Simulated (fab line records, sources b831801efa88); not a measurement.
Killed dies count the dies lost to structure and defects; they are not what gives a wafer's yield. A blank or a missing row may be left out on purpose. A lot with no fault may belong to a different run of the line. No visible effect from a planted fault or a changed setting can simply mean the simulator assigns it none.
One fault through the eyes of 2 desks / flow sky130 / every desk sees just its own numbers, and what lay behind them comes last

== METROLOGY DESK ==
Means of the sampled wafers that have a number, per lot and without regard to the tool the lot ran on: this is what the gauges read. If a lot's mean is further than 4 standard deviations from the usual mean, the lot is out of limits and carries the mark OUT (the distance appears in the brackets).
Columns: A = POLY_CUT_OVL at SKY_POLY_CUT_OVL_MEAS_09, usual 1 nm; B = VIA1_HDPCVD_THK at SKY_VIA1_THK_MEAS_01, usual 1031 nm
lot=L535; first seen here=day 23 20:05; A=-4; B=1027
lot=L536; first seen here=day 24 14:44; A=0; B=1029
lot=L538; first seen here=day 25 13:58; A=-4; B=1022
lot=L539; first seen here=day 25 18:05; A=-5; B=1035
lot=L541; first seen here=day 26 17:28; A=0; B=1046
lot=L542; first seen here=day 27 00:29; A=-4; B=1035
lot=L551; first seen here=day 30 06:46; A=5; B=1019
lot=L552; first seen here=day 30 11:03; A=6; B=1017
lot=L553; first seen here=day 30 12:37; A=3; B=1031
lot=L554; first seen here=day 31 15:57; A=2; B=1023
lot=L556; first seen here=day 31 19:08; A=4; B=1023
lot=L558; first seen here=day 32 09:52; A=9; B=1038
Result from this desk: across the 12 lots, nothing is out of limits.

== AT THE TOOL OWNER'S DESK: cmp-01 ==
The tool's own readings at SKY_LI_CONTACT_CMP_02 (polishes PSG): means of the sampled wafers that have a number, for each lot that ran on this tool. If a lot's mean is further than 4 standard deviations from the usual mean, the lot is out of limits and carries the mark OUT (the distance appears in the brackets).
Columns: A = motor-current-A at SKY_LI_CONTACT_CMP_02, usual 11.0 A; B = retaining-ring-pressure-frac at SKY_LI_CONTACT_CMP_02, usual 1.000; C = time-to-endpoint-s at SKY_LI_CONTACT_CMP_02, usual 32.6 s
lot=L535; first seen here=day 27 12:22; A=10.7; B=0.996; C=35.1
lot=L536; first seen here=day 28 07:41; A=11.2; B=1.000; C=32.2
lot=L538; first seen here=day 29 06:10; A=11.5; B=0.999; C=35.5
lot=L539; first seen here=day 29 09:24; A=10.4; B=1.001; C=34.5
lot=L541; first seen here=day 30 08:11; A=12.0; B=0.998; C=36.2
lot=L542; first seen here=day 30 13:37; A=10.8; B=0.998; C=37.4
lot=L551; first seen here=day 33 17:09; A=10.7; B=1.001; C=32.1
lot=L552; first seen here=day 33 21:19; A=11.4; B=1.006; C=32.1
lot=L553; first seen here=day 34 00:46; A=11.6; B=0.995; C=34.2
Result from this desk: across the 9 lots, nothing is out of limits.

== PUT TOGETHER ==
Nothing out of limits was seen by the metrology desk.
Nothing out of limits was seen by the tool owner's desk.

== WHAT THE SIMULATOR PUT IN ==
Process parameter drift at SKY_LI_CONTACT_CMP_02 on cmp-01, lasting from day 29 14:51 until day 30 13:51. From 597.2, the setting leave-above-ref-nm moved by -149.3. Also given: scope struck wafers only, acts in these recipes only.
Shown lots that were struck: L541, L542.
